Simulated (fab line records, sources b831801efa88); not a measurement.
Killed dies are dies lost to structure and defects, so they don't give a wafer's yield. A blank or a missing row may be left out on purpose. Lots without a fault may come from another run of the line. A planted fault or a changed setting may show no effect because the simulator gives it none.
A struck lot beside a sound one | flow gf180mcu | 14 steps out of a route of 602
Sound: wafers L302.2, L302.3, L302.4. Struck: wafers L304.2, L304.3, L304.5. The cause comes at the end.
At each step with rows: each side's tool, then ch and its chambers, then its first start. Under that, the readings that differ: sound wafers | struck wafers | difference of the means | sigmas: that difference in standard deviations of wafers without a fault.
alike: readings whose means differ by less than 2 such deviations, and words and numbers that are the same on both sides. not compared: withheld readings, readings that some wafer has no value for, bounds like >300 that may hide the same value, and numbers for which the record gives no deviation and whose values overlap.
The two part at a step that has a row with sigmas, a row that says differs or no value, or rows on one side only. Numbers that don't overlap but have no deviation are shown without sigmas and don't part them. A reading that every wafer of one side lacks parts them only if that side has two wafers or more.

first, 2 steps without rows for these wafers: GF_VT_IMPLANT_PEB_27; GF_VT_IMPLANT_DEVELOP_28 (develop time 60 s).
GF_VT_IMPLANT_OVL_MEAS_29:
  sound on overlay-02, day 7 17:43; struck on overlay-02, day 8 05:28
  reading                | sound          | struck      | difference | sigmas
  VT_IMPLANT_02_OVL (nm) | -3.1 -0.4 -0.1 | 0.9 2.3 1.9 | +2.9       | +2
then, 1 step without rows for these wafers: GF_VT_IMPLANT_IMPLANT_30.
GF_VT_IMPLANT_STRIP_31: strips in O2/N2.
  sound on plasma_asher-04 ch 0,1, day 7 17:53; struck on plasma_asher-03 ch 0,1, day 8 05:38
  alike: drypump_motor_current_A, heater_power_w, oes_product_au, strip_time_to_endpoint_s
  not compared: rf_hours_counter_h
GF_VT_IMPLANT_TW_MEAS_32:
  sound on film_metro-04, day 7 18:00; struck on film_metro-01, day 8 05:45
  alike: VT_IMPLANT_3_TW
then, 6 steps without rows for these wafers: GF_VT_IMPLANT_DEHYDRATE_33 (time 60 s); GF_VT_IMPLANT_HMDS_34 (prime time 60 s); GF_VT_IMPLANT_COAT_35 (resist thk 1000 nm); GF_VT_IMPLANT_SOFTBAKE_36 (time 60 s); GF_VT_IMPLANT_EXPOSE_37 (exposes mask Nwell HV AREA, target cd 860 nm); GF_VT_IMPLANT_PEB_38.
GF_VT_IMPLANT_DEVELOP_39: develop time 60 s.
  sound on litho_track-02 ch 0, day 8 09:58; struck on litho_track-02, day 8 21:34
  no value came back on the struck wafers for chill_plate_temp_C (C), develop_time_s (s); on the sound wafers chill_plate_temp_C (C) reads 23.11 23.17 23.04
GF_VT_IMPLANT_OVL_MEAS_40:
  sound on overlay-01, day 8 10:05; struck on overlay-01, day 8 21:41
  reading                | sound       | struck | difference                    | sigmas
  VT_IMPLANT_03_OVL (nm) | 3.1 1.7 1.5 | - - -  | no value on the struck wafers |

WHERE THEY PART
First at GF_VT_IMPLANT_OVL_MEAS_29; last, within this record, at GF_VT_IMPLANT_OVL_MEAS_40.

WHY: what the simulator had put in
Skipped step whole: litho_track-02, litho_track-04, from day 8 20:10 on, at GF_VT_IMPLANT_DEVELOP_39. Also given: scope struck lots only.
